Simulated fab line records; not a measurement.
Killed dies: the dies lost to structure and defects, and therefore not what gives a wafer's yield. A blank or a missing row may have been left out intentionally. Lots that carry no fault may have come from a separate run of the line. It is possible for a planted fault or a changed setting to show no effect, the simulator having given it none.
Which tool was responsible? | flow sky130 | 11 lots, 33 wafers sampled, at 4 steps of a route of 708

WHAT EACH GAUGE READ, for each wafer
SKY_VIA1_OVL_MEAS_13. Usual: for VIA1_OVL the level is -2 nm and the standard deviation is 6.4.
lot  | measured     | on         | VIA1_OVL (nm) | flag
L272 | day 34 21:31 | overlay-02 | 2 -1 -2       |
L274 | day 35 08:49 | overlay-02 | -3 -2 -5      |
L277 | day 36 01:38 | overlay-02 | -1 -1 -3      |
L278 | day 36 16:17 | overlay-02 | -9 -12 -9     |
L281 | day 37 20:39 | overlay-01 | -5 -1 -4      |
L286 | day 38 23:55 | overlay-01 | 3 -2 3        |
L288 | day 39 10:19 | overlay-01 | 0 0 -3        |
L289 | day 39 12:47 | overlay-01 | 1 -7 -11      |
L290 | day 39 19:31 | overlay-01 | -4 -3 -3      |
L291 | day 40 03:13 | overlay-01 | 9 11 6        |
L293 | day 40 15:40 | overlay-01 | -6 -5 -7      |

SKY_CAPM_THK_MEAS_01. Usual: for CAPM_CVD_00_THK the level is 15.56 nm and the standard deviation is 0.2.
lot  | measured     | on            | CAPM_CVD_00_THK (nm)                | flag
L272 | day 37 05:17 | film-metro-03 | 15.44 15.25 15.58                   |
L274 | day 37 17:37 | film-metro-03 | 15.31 15.82 15.74                   |
L277 | day 38 11:05 | film-metro-02 | 16.14 16.37 16.24                   | OFF
L278 | day 38 23:52 | film-metro-04 | 15.97 16.40 16.29 16.02 16.41 16.37 | OFF
L281 | day 40 03:30 | film-metro-04 | 15.59 15.40 15.80                   |
L286 | day 41 05:33 | film-metro-04 | 15.67 15.48 15.92                   |
L288 | day 41 15:04 | film-metro-04 | 15.69 15.77 15.81                   |
L289 | day 41 18:05 | film-metro-03 | 15.59 15.67 15.62                   |
L290 | day 42 00:05 | film-metro-02 | 15.54 15.28 15.60                   |
L291 | day 42 08:05 | film-metro-03 | 15.60 15.74 15.82                   |
L293 | day 42 20:53 | film-metro-04 | 15.41 15.24 15.60                   |

WHAT TOOL EACH LOT RAN ON (gives the tool, then ch and the chambers of the sampled wafers, and finally the start)
lot  | SKY_VIA1_STRIP_16                    | SKY_CAPM_CVD_00
L272 | plasma-asher-02 ch 0,1, day 34 21:38 | pecvd-03 ch 1,2, day 37 05:15
L274 | plasma-asher-03 ch 0,1, day 35 08:56 | pecvd-03 ch 0,1,2, day 37 17:35
L277 | plasma-asher-03 ch 0,1, day 36 01:46 | pecvd-03 ch 0,1,2, day 38 11:04
L278 | plasma-asher-03 ch 0,1, day 36 16:24 | pecvd-03 ch 0,2, day 38 23:50
L281 | plasma-asher-03 ch 0, day 37 20:46   | pecvd-01 ch 0,1,2, day 40 03:28
L286 | plasma-asher-02 ch 0,1, day 39 00:02 | pecvd-01 ch 0,1,2, day 41 05:31
L288 | plasma-asher-02 ch 0,1, day 39 10:26 | pecvd-01 ch 0,1,2, day 41 15:03
L289 | plasma-asher-03 ch 0,1, day 39 12:55 | pecvd-03 ch 0,1,2, day 41 18:04
L290 | plasma-asher-03 ch 0,1, day 39 19:38 | pecvd-01 ch 0,1, day 42 00:04
L291 | plasma-asher-01 ch 0,1, day 40 03:20 | pecvd-03 ch 0,1,2, day 42 08:04
L293 | plasma-asher-03 ch 0,1, day 40 15:47 | pecvd-01 ch 0,2, day 42 20:52
- SKY_VIA1_STRIP_16: strips in O2/N2.
- SKY_CAPM_CVD_00: deposits SiO2, target thk 15.5 nm.

AS READ BY THE TOOLS THEMSELVES (means over the sampled wafers that have a number; for cases with no such wafer, the mark the record gives instead)
SKY_VIA1_STRIP_16. Usual: drypump-motor-current-A 5.9 A, standard deviation 0.5; oes-product-au 0.415 a.u., standard deviation 0.0047; strip-time-to-endpoint-s 4.464 s, standard deviation 0.019.
lot  | tool            | drypump-motor-current-A (A) | oes-product-au (a.u.) | strip-time-to-endpoint-s (s) | flag
L272 | plasma-asher-02 | 5.7                         | 0.417                 | 4.444                        |
L274 | plasma-asher-03 | 5.8                         | 0.420                 | 4.466                        |
L277 | plasma-asher-03 | 6.2                         | 0.414                 | 4.454                        |
L278 | plasma-asher-03 | 6.2                         | 0.415                 | 4.481                        |
L281 | plasma-asher-03 | 5.4                         | 0.417                 | 4.465                        |
L286 | plasma-asher-02 | 5.7                         | 0.413                 | 4.467                        |
L288 | plasma-asher-02 | 6.0                         | 0.412                 | 4.482                        |
L289 | plasma-asher-03 | 6.2                         | 0.413                 | 4.464                        |
L290 | plasma-asher-03 | 6.2                         | 0.415                 | 4.469                        |
L291 | plasma-asher-01 | 5.8                         | 0.412                 | 4.443                        |
L293 | plasma-asher-03 | 5.8                         | 0.415                 | 4.445                        |

SKY_CAPM_CVD_00. Usual: heater-power-w 730 W, standard deviation 120; rf-fwd-power-W 441.5 W, standard deviation 2.
lot  | tool     | heater-power-w (W) | rf-fwd-power-W (W) | flag
L272 | pecvd-03 | 726                | 440.8              |
L274 | pecvd-03 | 810                | 443.5              |
L277 | pecvd-03 | 734                | 514.6              | OFF
L278 | pecvd-03 | 600                | 514.4              | OFF
L281 | pecvd-01 | 678                | 442.9              |
L286 | pecvd-01 | 622                | 442.3              |
L288 | pecvd-01 | 672                | 443.5              |
L289 | pecvd-03 | 730                | 442.9              |
L290 | pecvd-01 | 609                | 441.4              |
L291 | pecvd-03 | 800                | 440.9              |
L293 | pecvd-01 | 674                | 441.3              |

THE ANSWER, worked out from the rows above alone
Rule: lot off if the mean of its wafers having a number is beyond 3 standard deviations from the usual mean. Also off: a lot with no number at a reading for which 4 or more lots have one. Any other lot the step has rows for is counted as sound. After the gauges, taken in route order, come the tools' own readings; for these a lot's mean is taken, as printed above. At the first step where some lot is off, the reading lying furthest off is the one used; lots without a number count as furthest.
Off: L277, L278, seen at SKY_CAPM_THK_MEAS_01 (CAPM_CVD_00_THK).
If a tool, at a process step before that reading, ran all the lots that are off and no sound lot after the first of them, it fits. Not tried: the gauges at SKY_CAPM_THK_MEAS_01; whatever is off there is also off at SKY_CAPM_CVD_00, on other tools, and gauge error can't account for it. Not one of the candidates tried fits.

WHAT THE SIMULATOR HAD INSERTED
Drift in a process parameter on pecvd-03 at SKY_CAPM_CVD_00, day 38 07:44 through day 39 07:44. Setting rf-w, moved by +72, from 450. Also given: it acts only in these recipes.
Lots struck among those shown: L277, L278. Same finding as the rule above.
